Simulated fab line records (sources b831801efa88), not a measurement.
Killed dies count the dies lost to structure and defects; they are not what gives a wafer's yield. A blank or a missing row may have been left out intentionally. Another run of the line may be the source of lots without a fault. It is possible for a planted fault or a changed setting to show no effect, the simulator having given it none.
Which tool is to blame? / flow sky130 / 24 lots, 72 wafers sampled, at 6 steps of a route of 708

WHAT THE GAUGES SHOWED, per wafer
SKY_VIA3_THK_MEAS_01. Usual: for VIA3_HDPCVD_THK the level is 1715 nm and the standard deviation is 17.
lot=L074; measured=day 40 01:51; on=film_metro-02; VIA3_HDPCVD_THK (nm)=1713 1711 1725; flag=
lot=L075; measured=day 40 06:07; on=film_metro-04; VIA3_HDPCVD_THK (nm)=1711 1730 1689; flag=
lot=L076; measured=day 41 03:02; on=film_metro-04; VIA3_HDPCVD_THK (nm)=1745 1722 1697; flag=
lot=L077; measured=day 41 15:43; on=film_metro-04; VIA3_HDPCVD_THK (nm)=1707 1709 1731; flag=
lot=L078; measured=day 41 22:16; on=film_metro-01; VIA3_HDPCVD_THK (nm)=1709 1686 1708; flag=
lot=L079; measured=day 42 03:50; on=film_metro-04; VIA3_HDPCVD_THK (nm)=1702 1663 1716; flag=
lot=L080; measured=day 42 08:30; on=film_metro-01; VIA3_HDPCVD_THK (nm)=1700 1718 1717; flag=
lot=L081; measured=day 42 16:20; on=film_metro-04; VIA3_HDPCVD_THK (nm)=1680 1702 1682; flag=
lot=L082; measured=day 42 19:17; on=film_metro-01; VIA3_HDPCVD_THK (nm)=1723 1715 1737; flag=
lot=L083; measured=day 43 07:08; on=film_metro-02; VIA3_HDPCVD_THK (nm)=1703 1705 1691; flag=
lot=L084; measured=day 43 10:19; on=film_metro-01; VIA3_HDPCVD_THK (nm)=1735 1702 1729; flag=
lot=L085; measured=day 43 22:37; on=film_metro-04; VIA3_HDPCVD_THK (nm)=1717 1716 1725; flag=
lot=L086; measured=day 43 23:12; on=film_metro-04; VIA3_HDPCVD_THK (nm)=1722 1735 1705; flag=
lot=L087; measured=day 44 09:36; on=film_metro-02; VIA3_HDPCVD_THK (nm)=1727 1737 1717; flag=
lot=L088; measured=day 44 13:31; on=film_metro-04; VIA3_HDPCVD_THK (nm)=1726 1720 1718; flag=
lot=L089; measured=day 44 19:01; on=film_metro-02; VIA3_HDPCVD_THK (nm)=1723 1732 1730; flag=
lot=L090; measured=day 45 04:56; on=film_metro-01; VIA3_HDPCVD_THK (nm)=1719 1718 1729; flag=
lot=L091; measured=day 45 16:08; on=film_metro-04; VIA3_HDPCVD_THK (nm)=1718 1692 1722; flag=
lot=L093; measured=day 45 22:26; on=film_metro-02; VIA3_HDPCVD_THK (nm)=1744 1728 1722; flag=
lot=L092; measured=day 46 01:41; on=film_metro-04; VIA3_HDPCVD_THK (nm)=1727 1707 1745; flag=
lot=L094; measured=day 46 05:11; on=film_metro-01; VIA3_HDPCVD_THK (nm)=1723 1725 1696; flag=
lot=L095; measured=day 46 13:22; on=film_metro-04; VIA3_HDPCVD_THK (nm)=1726 1749 1722; flag=
lot=L096; measured=day 46 16:28; on=film_metro-04; VIA3_HDPCVD_THK (nm)=1691 1737 1732; flag=
lot=L097; measured=day 46 20:14; on=film_metro-04; VIA3_HDPCVD_THK (nm)=1719 1707 1695; flag=

SKY_METAL4_OVL_MEAS_14. Usual: for METAL4_OVL the level is 0 nm and the standard deviation is 6.4.
lot=L074; measured=day 43 09:55; on=overlay-02; METAL4_OVL (nm)=4 -4 5; flag=
lot=L075; measured=day 43 13:38; on=overlay-02; METAL4_OVL (nm)=11 6 16; flag=
lot=L076; measured=day 44 08:08; on=overlay-01; METAL4_OVL (nm)=4 -4 4; flag=
lot=L077; measured=day 44 19:08; on=overlay-02; METAL4_OVL (nm)=-6 9 8; flag=
lot=L078; measured=day 45 01:11; on=overlay-01; METAL4_OVL (nm)=-9 -1 -8; flag=
lot=L079; measured=day 45 05:43; on=overlay-01; METAL4_OVL (nm)=16 10 3; flag=
lot=L080; measured=day 45 08:55; on=overlay-01; METAL4_OVL (nm)=5 8 16; flag=
lot=L081; measured=day 45 18:22; on=overlay-01; METAL4_OVL (nm)=-5 -9 1; flag=
lot=L082; measured=day 45 19:04; on=overlay-02; METAL4_OVL (nm)=-1 0 3; flag=
lot=L083; measured=day 46 07:40; on=overlay-02; METAL4_OVL (nm)=-3 -6 0; flag=
lot=L084; measured=day 46 09:07; on=overlay-02; METAL4_OVL (nm)=-11 -7 -2; flag=
lot=L085; measured=day 46 22:37; on=overlay-01; METAL4_OVL (nm)=-6 1 -5; flag=
lot=L086; measured=day 46 22:44; on=overlay-02; METAL4_OVL (nm)=-5 -1 -12; flag=
lot=L087; measured=day 47 08:14; on=overlay-02; METAL4_OVL (nm)=10 -6 7; flag=
lot=L088; measured=day 47 11:16; on=overlay-02; METAL4_OVL (nm)=-4 7 -2; flag=
lot=L089; measured=day 47 16:34; on=overlay-02; METAL4_OVL (nm)=-1 4 2; flag=
lot=L090; measured=day 48 01:58; on=overlay-01; METAL4_OVL (nm)=8 -4 -9; flag=
lot=L091; measured=day 48 11:13; on=overlay-02; METAL4_OVL (nm)=-4 1 -6; flag=
lot=L093; measured=day 48 16:55; on=overlay-02; METAL4_OVL (nm)=-7 -4 -6; flag=
lot=L092; measured=day 48 19:40; on=overlay-01; METAL4_OVL (nm)=0 -5 -1; flag=
lot=L094; measured=day 48 23:34; on=overlay-01; METAL4_OVL (nm)=0 -3 -3; flag=
lot=L095; measured=day 49 07:10; on=overlay-02; METAL4_OVL (nm)=4 11 2; flag=
lot=L096; measured=day 49 09:34; on=overlay-01; METAL4_OVL (nm)=-8 -5 -7; flag=
lot=L097; measured=day 49 13:10; on=overlay-02; METAL4_OVL (nm)=-8 -7 1; flag=

EACH LOT AND THE TOOL THAT RAN IT (in order: tool; ch and the chambers of the sampled wafers; start)
lot=L074; SKY_METAL1_DESCUM_17=rie_metal-03 ch 1, day 33 18:39; SKY_VIA2_SPUTTER_20=pvd_sputter-01, day 37 13:33; SKY_METAL3_ETCH_17=rie_diel-04 ch 1,2,3, day 40 00:50; SKY_CAP2M_SPUTTER_02=pvd_sputter-03, day 41 07:55
lot=L075; SKY_METAL1_DESCUM_17=rie_metal-01 ch 0,1, day 33 23:09; SKY_VIA2_SPUTTER_20=pvd_sputter-01, day 37 18:04; SKY_METAL3_ETCH_17=rie_diel-02 ch 1,2,3, day 40 05:08; SKY_CAP2M_SPUTTER_02=pvd_sputter-03, day 41 12:05
lot=L076; SKY_METAL1_DESCUM_17=rie_metal-02 ch 0,1, day 34 17:19; SKY_VIA2_SPUTTER_20=pvd_sputter-04, day 38 13:48; SKY_METAL3_ETCH_17=rie_diel-04 ch 0,2,3, day 41 02:02; SKY_CAP2M_SPUTTER_02=pvd_sputter-03, day 42 07:33
lot=L077; SKY_METAL1_DESCUM_17=rie_metal-02 ch 1, day 35 08:10; SKY_VIA2_SPUTTER_20=pvd_sputter-01, day 39 05:30; SKY_METAL3_ETCH_17=rie_diel-04 ch 0,1,2, day 41 14:44; SKY_CAP2M_SPUTTER_02=pvd_sputter-04, day 42 18:54
lot=L078; SKY_METAL1_DESCUM_17=rie_metal-02 ch 1, day 35 15:00; SKY_VIA2_SPUTTER_20=pvd_sputter-01, day 39 12:26; SKY_METAL3_ETCH_17=rie_diel-04 ch 2,3, day 41 21:17; SKY_CAP2M_SPUTTER_02=pvd_sputter-01, day 43 00:58
lot=L079; SKY_METAL1_DESCUM_17=rie_metal-02 ch 1, day 35 20:36; SKY_VIA2_SPUTTER_20=pvd_sputter-02, day 39 18:35; SKY_METAL3_ETCH_17=rie_diel-01 ch 1,2,3, day 42 02:50; SKY_CAP2M_SPUTTER_02=pvd_sputter-04, day 43 06:26
lot=L080; SKY_METAL1_DESCUM_17=rie_metal-02 ch 0,1, day 36 04:06; SKY_VIA2_SPUTTER_20=pvd_sputter-02, day 40 00:53; SKY_METAL3_ETCH_17=rie_diel-02 ch 1,3, day 42 07:32; SKY_CAP2M_SPUTTER_02=pvd_sputter-04, day 43 10:27
lot=L081; SKY_METAL1_DESCUM_17=rie_metal-03 ch 0,1, day 36 11:15; SKY_VIA2_SPUTTER_20=pvd_sputter-04, day 40 08:42; SKY_METAL3_ETCH_17=rie_diel-04 ch 0,1, day 42 15:23; SKY_CAP2M_SPUTTER_02=pvd_sputter-01, day 43 19:03
lot=L082; SKY_METAL1_DESCUM_17=rie_metal-01 ch 0,1, day 36 16:45; SKY_VIA2_SPUTTER_20=pvd_sputter-01, day 40 13:54; SKY_METAL3_ETCH_17=rie_diel-01 ch 0,1,2, day 42 18:20; SKY_CAP2M_SPUTTER_02=pvd_sputter-03, day 43 21:27
lot=L083; SKY_METAL1_DESCUM_17=rie_metal-03 ch 0,1, day 37 06:04; SKY_VIA2_SPUTTER_20=pvd_sputter-01, day 41 02:18; SKY_METAL3_ETCH_17=rie_diel-02 ch 1,2,3, day 43 06:11; SKY_CAP2M_SPUTTER_02=pvd_sputter-03, day 44 08:56
lot=L084; SKY_METAL1_DESCUM_17=rie_metal-02 ch 0,1, day 37 11:55; SKY_VIA2_SPUTTER_20=pvd_sputter-04, day 41 05:36; SKY_METAL3_ETCH_17=rie_diel-04 ch 0,1,2, day 43 09:17; SKY_CAP2M_SPUTTER_02=pvd_sputter-04, day 44 11:45
lot=L085; SKY_METAL1_DESCUM_17=rie_metal-03 ch 0,1, day 38 01:48; SKY_VIA2_SPUTTER_20=pvd_sputter-02, day 41 19:30; SKY_METAL3_ETCH_17=rie_diel-04 ch 1,2,3, day 43 21:35; SKY_CAP2M_SPUTTER_02=pvd_sputter-01, day 44 23:30
lot=L086; SKY_METAL1_DESCUM_17=rie_metal-02 ch 0, day 38 03:28; SKY_VIA2_SPUTTER_20=pvd_sputter-04, day 41 20:48; SKY_METAL3_ETCH_17=rie_diel-01 ch 1,2,3, day 43 22:14; SKY_CAP2M_SPUTTER_02=pvd_sputter-03, day 45 00:37
lot=L087; SKY_METAL1_DESCUM_17=rie_metal-02 ch 0, day 38 15:32; SKY_VIA2_SPUTTER_20=pvd_sputter-01, day 42 07:17; SKY_METAL3_ETCH_17=rie_diel-01 ch 0,1,2, day 44 08:35; SKY_CAP2M_SPUTTER_02=pvd_sputter-01, day 45 10:37
lot=L088; SKY_METAL1_DESCUM_17=rie_metal-01 ch 0,1, day 38 20:57; SKY_VIA2_SPUTTER_20=pvd_sputter-04, day 42 12:14; SKY_METAL3_ETCH_17=rie_diel-02 ch 1,2,3, day 44 12:32; SKY_CAP2M_SPUTTER_02=pvd_sputter-04, day 45 14:47
lot=L089; SKY_METAL1_DESCUM_17=rie_metal-01 ch 0,1, day 39 01:40; SKY_VIA2_SPUTTER_20=pvd_sputter-02, day 42 16:06; SKY_METAL3_ETCH_17=rie_diel-02 ch 0,3, day 44 17:59; SKY_CAP2M_SPUTTER_02=pvd_sputter-03, day 45 20:17
lot=L090; SKY_METAL1_DESCUM_17=rie_metal-03 ch 0,1, day 39 15:36; SKY_VIA2_SPUTTER_20=pvd_sputter-04, day 43 03:18; SKY_METAL3_ETCH_17=rie_diel-02 ch 1,2, day 45 03:59; SKY_CAP2M_SPUTTER_02=pvd_sputter-03, day 46 06:06
lot=L091; SKY_METAL1_DESCUM_17=rie_metal-03 ch 0,1, day 40 05:04; SKY_VIA2_SPUTTER_20=pvd_sputter-02, day 43 15:20; SKY_METAL3_ETCH_17=rie_diel-01 ch 1,3, day 45 15:07; SKY_CAP2M_SPUTTER_02=pvd_sputter-03, day 46 15:58
lot=L093; SKY_METAL1_DESCUM_17=rie_metal-02 ch 0,1, day 40 14:09; SKY_VIA2_SPUTTER_20=pvd_sputter-04, day 43 22:27; SKY_METAL3_ETCH_17=rie_diel-01 ch 0,2,3, day 45 21:26; SKY_CAP2M_SPUTTER_02=pvd_sputter-04, day 46 22:14
lot=L092; SKY_METAL1_DESCUM_17=rie_metal-02 ch 0,1, day 40 15:48; SKY_VIA2_SPUTTER_20=pvd_sputter-02, day 44 00:18; SKY_METAL3_ETCH_17=rie_diel-04 ch 0,1, day 46 00:41; SKY_CAP2M_SPUTTER_02=pvd_sputter-01, day 47 01:18
lot=L094; SKY_METAL1_DESCUM_17=rie_metal-01 ch 1, day 40 21:06; SKY_VIA2_SPUTTER_20=pvd_sputter-02, day 44 04:08; SKY_METAL3_ETCH_17=rie_diel-04 ch 0,1,3, day 46 04:14; SKY_CAP2M_SPUTTER_02=pvd_sputter-04, day 47 05:32
lot=L095; SKY_METAL1_DESCUM_17=rie_metal-01 ch 0,1, day 41 06:10; SKY_VIA2_SPUTTER_20=pvd_sputter-02, day 44 12:41; SKY_METAL3_ETCH_17=rie_diel-01 ch 1,3, day 46 12:20; SKY_CAP2M_SPUTTER_02=pvd_sputter-03, day 47 12:41
lot=L096; SKY_METAL1_DESCUM_17=rie_metal-02 ch 0,1, day 41 11:27; SKY_VIA2_SPUTTER_20=pvd_sputter-02, day 44 16:45; SKY_METAL3_ETCH_17=rie_diel-02 ch 0,3, day 46 15:29; SKY_CAP2M_SPUTTER_02=pvd_sputter-04, day 47 15:55
lot=L097; SKY_METAL1_DESCUM_17=rie_metal-01 ch 0, day 41 17:15; SKY_VIA2_SPUTTER_20=pvd_sputter-01, day 44 21:18; SKY_METAL3_ETCH_17=rie_diel-04 ch 1,2,3, day 46 19:17; SKY_CAP2M_SPUTTER_02=pvd_sputter-03, day 47 19:46
- SKY_METAL1_DESCUM_17: chemistry O2, time 8 s.
- SKY_VIA2_SPUTTER_20: material TiN, target thk 20 nm, time 80 s.
- SKY_METAL3_ETCH_17: etches SiO2 in C4F8/O2/Ar, stops on TiN, time 3.9 s, target depth 15 nm.
- SKY_CAP2M_SPUTTER_02: material TiN, target thk 200 nm, time 166.7 s.

WHAT THE TOOLS THEMSELVES READ (means of the sampled wafers that have a number; where no wafer has one, the mark that the record gives instead)
SKY_METAL1_DESCUM_17. Usual: drypump_motor_current_A 6.0 A, standard deviation 0.38; oes_product_au 1.003 a.u., standard deviation 0.0094.
lot=L074; tool=rie_metal-03; drypump_motor_current_A (A)=6.6; oes_product_au (a.u.)=1.005; flag=
lot=L075; tool=rie_metal-01; drypump_motor_current_A (A)=5.5; oes_product_au (a.u.)=1.004; flag=
lot=L076; tool=rie_metal-02; drypump_motor_current_A (A)=6.0; oes_product_au (a.u.)=1.015; flag=
lot=L077; tool=rie_metal-02; drypump_motor_current_A (A)=6.1; oes_product_au (a.u.)=1.015; flag=
lot=L078; tool=rie_metal-02; drypump_motor_current_A (A)=6.1; oes_product_au (a.u.)=1.011; flag=
lot=L079; tool=rie_metal-02; drypump_motor_current_A (A)=6.1; oes_product_au (a.u.)=1.009; flag=
lot=L080; tool=rie_metal-02; drypump_motor_current_A (A)=6.0; oes_product_au (a.u.)=1.004; flag=
lot=L081; tool=rie_metal-03; drypump_motor_current_A (A)=6.4; oes_product_au (a.u.)=1.010; flag=
lot=L082; tool=rie_metal-01; drypump_motor_current_A (A)=5.8; oes_product_au (a.u.)=0.996; flag=
lot=L083; tool=rie_metal-03; drypump_motor_current_A (A)=6.1; oes_product_au (a.u.)=1.002; flag=
lot=L084; tool=rie_metal-02; drypump_motor_current_A (A)=6.0; oes_product_au (a.u.)=1.009; flag=
lot=L085; tool=rie_metal-03; drypump_motor_current_A (A)=6.4; oes_product_au (a.u.)=1.009; flag=
lot=L086; tool=rie_metal-02; drypump_motor_current_A (A)=5.8; oes_product_au (a.u.)=0.998; flag=
lot=L087; tool=rie_metal-02; drypump_motor_current_A (A)=5.8; oes_product_au (a.u.)=1.000; flag=
lot=L088; tool=rie_metal-01; drypump_motor_current_A (A)=5.8; oes_product_au (a.u.)=0.999; flag=
lot=L089; tool=rie_metal-01; drypump_motor_current_A (A)=5.8; oes_product_au (a.u.)=0.993; flag=
lot=L090; tool=rie_metal-03; drypump_motor_current_A (A)=6.4; oes_product_au (a.u.)=1.000; flag=
lot=L091; tool=rie_metal-03; drypump_motor_current_A (A)=6.4; oes_product_au (a.u.)=1.004; flag=
lot=L093; tool=rie_metal-02; drypump_motor_current_A (A)=5.9; oes_product_au (a.u.)=1.009; flag=
lot=L092; tool=rie_metal-02; drypump_motor_current_A (A)=6.0; oes_product_au (a.u.)=1.002; flag=
lot=L094; tool=rie_metal-01; drypump_motor_current_A (A)=6.1; oes_product_au (a.u.)=0.992; flag=
lot=L095; tool=rie_metal-01; drypump_motor_current_A (A)=5.7; oes_product_au (a.u.)=0.993; flag=
lot=L096; tool=rie_metal-02; drypump_motor_current_A (A)=6.0; oes_product_au (a.u.)=1.003; flag=
lot=L097; tool=rie_metal-01; drypump_motor_current_A (A)=5.2; oes_product_au (a.u.)=0.994; flag=

SKY_VIA2_SPUTTER_20. Usual: cathode_dc_power_W 4000.0 W, standard deviation 0.8; throttle_valve_pct 30.4 %, standard deviation 0.83.
lot=L074; tool=pvd_sputter-01; cathode_dc_power_W (W)=4000.4; throttle_valve_pct (%)=29.9; flag=
lot=L075; tool=pvd_sputter-01; cathode_dc_power_W (W)=4000.1; throttle_valve_pct (%)=30.0; flag=
lot=L076; tool=pvd_sputter-04; cathode_dc_power_W (W)=3999.4; throttle_valve_pct (%)=30.2; flag=
lot=L077; tool=pvd_sputter-01; cathode_dc_power_W (W)=3999.7; throttle_valve_pct (%)=30.1; flag=
lot=L078; tool=pvd_sputter-01; cathode_dc_power_W (W)=3999.4; throttle_valve_pct (%)=29.7; flag=
lot=L079; tool=pvd_sputter-02; cathode_dc_power_W (W)=3999.7; throttle_valve_pct (%)=31.3; flag=
lot=L080; tool=pvd_sputter-02; cathode_dc_power_W (W)=3999.7; throttle_valve_pct (%)=31.7; flag=
lot=L081; tool=pvd_sputter-04; cathode_dc_power_W (W)=4000.4; throttle_valve_pct (%)=30.2; flag=
lot=L082; tool=pvd_sputter-01; cathode_dc_power_W (W)=3999.7; throttle_valve_pct (%)=30.3; flag=
lot=L083; tool=pvd_sputter-01; cathode_dc_power_W (W)=4000.8; throttle_valve_pct (%)=29.8; flag=
lot=L084; tool=pvd_sputter-04; cathode_dc_power_W (W)=3999.9; throttle_valve_pct (%)=30.4; flag=
lot=L085; tool=pvd_sputter-02; cathode_dc_power_W (W)=4000.7; throttle_valve_pct (%)=31.3; flag=
lot=L086; tool=pvd_sputter-04; cathode_dc_power_W (W)=4000.8; throttle_valve_pct (%)=30.4; flag=
lot=L087; tool=pvd_sputter-01; cathode_dc_power_W (W)=3999.0; throttle_valve_pct (%)=30.1; flag=
lot=L088; tool=pvd_sputter-04; cathode_dc_power_W (W)=4000.7; throttle_valve_pct (%)=30.3; flag=
lot=L089; tool=pvd_sputter-02; cathode_dc_power_W (W)=4000.5; throttle_valve_pct (%)=29.9; flag=
lot=L090; tool=pvd_sputter-04; cathode_dc_power_W (W)=3999.8; throttle_valve_pct (%)=30.3; flag=
lot=L091; tool=pvd_sputter-02; cathode_dc_power_W (W)=4000.2; throttle_valve_pct (%)=31.5; flag=
lot=L093; tool=pvd_sputter-04; cathode_dc_power_W (W)=3999.7; throttle_valve_pct (%)=30.1; flag=
lot=L092; tool=pvd_sputter-02; cathode_dc_power_W (W)=4000.0; throttle_valve_pct (%)=31.4; flag=
lot=L094; tool=pvd_sputter-02; cathode_dc_power_W (W)=4000.5; throttle_valve_pct (%)=30.3; flag=
lot=L095; tool=pvd_sputter-02; cathode_dc_power_W (W)=3999.5; throttle_valve_pct (%)=30.3; flag=
lot=L096; tool=pvd_sputter-02; cathode_dc_power_W (W)=4000.6; throttle_valve_pct (%)=30.8; flag=
lot=L097; tool=pvd_sputter-01; cathode_dc_power_W (W)=4000.6; throttle_valve_pct (%)=30.2; flag=

SKY_METAL3_ETCH_17. Usual: oes_product_au reads 0.754 a.u. (standard deviation 0.0072).
lot=L074; tool=rie_diel-04; oes_product_au (a.u.)=0.751; flag=
lot=L075; tool=rie_diel-02; oes_product_au (a.u.)=0.759; flag=
lot=L076; tool=rie_diel-04; oes_product_au (a.u.)=0.764; flag=
lot=L077; tool=rie_diel-04; oes_product_au (a.u.)=0.760; flag=
lot=L078; tool=rie_diel-04; oes_product_au (a.u.)=0.755; flag=
lot=L079; tool=rie_diel-01; oes_product_au (a.u.)=0.755; flag=
lot=L080; tool=rie_diel-02; oes_product_au (a.u.)=0.753; flag=
lot=L081; tool=rie_diel-04; oes_product_au (a.u.)=0.753; flag=
lot=L082; tool=rie_diel-01; oes_product_au (a.u.)=0.763; flag=
lot=L083; tool=rie_diel-02; oes_product_au (a.u.)=0.753; flag=
lot=L084; tool=rie_diel-04; oes_product_au (a.u.)=0.754; flag=
lot=L085; tool=rie_diel-04; oes_product_au (a.u.)=0.760; flag=
lot=L086; tool=rie_diel-01; oes_product_au (a.u.)=0.743; flag=
lot=L087; tool=rie_diel-01; oes_product_au (a.u.)=0.759; flag=
lot=L088; tool=rie_diel-02; oes_product_au (a.u.)=0.749; flag=
lot=L089; tool=rie_diel-02; oes_product_au (a.u.)=0.757; flag=
lot=L090; tool=rie_diel-02; oes_product_au (a.u.)=0.750; flag=
lot=L091; tool=rie_diel-01; oes_product_au (a.u.)=0.750; flag=
lot=L093; tool=rie_diel-01; oes_product_au (a.u.)=0.747; flag=
lot=L092; tool=rie_diel-04; oes_product_au (a.u.)=0.752; flag=
lot=L094; tool=rie_diel-04; oes_product_au (a.u.)=0.754; flag=
lot=L095; tool=rie_diel-01; oes_product_au (a.u.)=0.750; flag=
lot=L096; tool=rie_diel-02; oes_product_au (a.u.)=0.744; flag=
lot=L097; tool=rie_diel-04; oes_product_au (a.u.)=0.753; flag=

SKY_CAP2M_SPUTTER_02. Usual: cathode_dc_power_W 6500.1 W, standard deviation 1.3; throttle_valve_pct 30.0 %, standard deviation 0.95.
lot=L074; tool=pvd_sputter-03; cathode_dc_power_W (W)=6500.1; throttle_valve_pct (%)=30.2; flag=
lot=L075; tool=pvd_sputter-03; cathode_dc_power_W (W)=6500.6; throttle_valve_pct (%)=29.8; flag=
lot=L076; tool=pvd_sputter-03; cathode_dc_power_W (W)=6500.5; throttle_valve_pct (%)=30.5; flag=
lot=L077; tool=pvd_sputter-04; cathode_dc_power_W (W)=6500.0; throttle_valve_pct (%)=30.6; flag=
lot=L078; tool=pvd_sputter-01; cathode_dc_power_W (W)=6500.4; throttle_valve_pct (%)=29.8; flag=
lot=L079; tool=pvd_sputter-04; cathode_dc_power_W (W)=6500.1; throttle_valve_pct (%)=30.2; flag=
lot=L080; tool=pvd_sputter-04; cathode_dc_power_W (W)=6500.3; throttle_valve_pct (%)=30.6; flag=
lot=L081; tool=pvd_sputter-01; cathode_dc_power_W (W)=6499.9; throttle_valve_pct (%)=30.1; flag=
lot=L082; tool=pvd_sputter-03; cathode_dc_power_W (W)=6500.8; throttle_valve_pct (%)=29.2; flag=
lot=L083; tool=pvd_sputter-03; cathode_dc_power_W (W)=6499.9; throttle_valve_pct (%)=30.2; flag=
lot=L084; tool=pvd_sputter-04; cathode_dc_power_W (W)=6499.3; throttle_valve_pct (%)=29.8; flag=
lot=L085; tool=pvd_sputter-01; cathode_dc_power_W (W)=6499.2; throttle_valve_pct (%)=29.9; flag=
lot=L086; tool=pvd_sputter-03; cathode_dc_power_W (W)=6499.6; throttle_valve_pct (%)=30.7; flag=
lot=L087; tool=pvd_sputter-01; cathode_dc_power_W (W)=6500.9; throttle_valve_pct (%)=30.2; flag=
lot=L088; tool=pvd_sputter-04; cathode_dc_power_W (W)=6498.7; throttle_valve_pct (%)=30.3; flag=
lot=L089; tool=pvd_sputter-03; cathode_dc_power_W (W)=6500.9; throttle_valve_pct (%)=28.9; flag=
lot=L090; tool=pvd_sputter-03; cathode_dc_power_W (W)=6501.0; throttle_valve_pct (%)=29.5; flag=
lot=L091; tool=pvd_sputter-03; cathode_dc_power_W (W)=6501.3; throttle_valve_pct (%)=30.9; flag=
lot=L093; tool=pvd_sputter-04; cathode_dc_power_W (W)=6498.9; throttle_valve_pct (%)=30.2; flag=
lot=L092; tool=pvd_sputter-01; cathode_dc_power_W (W)=6499.8; throttle_valve_pct (%)=29.6; flag=
lot=L094; tool=pvd_sputter-04; cathode_dc_power_W (W)=6500.6; throttle_valve_pct (%)=30.3; flag=
lot=L095; tool=pvd_sputter-03; cathode_dc_power_W (W)=6498.3; throttle_valve_pct (%)=30.9; flag=
lot=L096; tool=pvd_sputter-04; cathode_dc_power_W (W)=6499.9; throttle_valve_pct (%)=30.4; flag=
lot=L097; tool=pvd_sputter-03; cathode_dc_power_W (W)=6501.0; throttle_valve_pct (%)=28.4; flag=

THE ANSWER, worked out from the rows above alone
Rule: take the mean of a lot's wafers that have a number; if it is more than 3 standard deviations from the usual mean, the lot is off. Also off: a lot with no number at a reading for which 4 or more lots have one. All remaining lots with rows at the step are treated as sound. After the gauges, taken in route order, come the tools' own readings; for these a lot's mean is taken, as printed above. At the first step where some lot is off, the reading lying furthest off is the one used; lots without a number count as furthest.
Nothing can be told from this: no lot is off at any reading shown.

WHAT HAD BEEN PUT IN BY THE SIMULATOR
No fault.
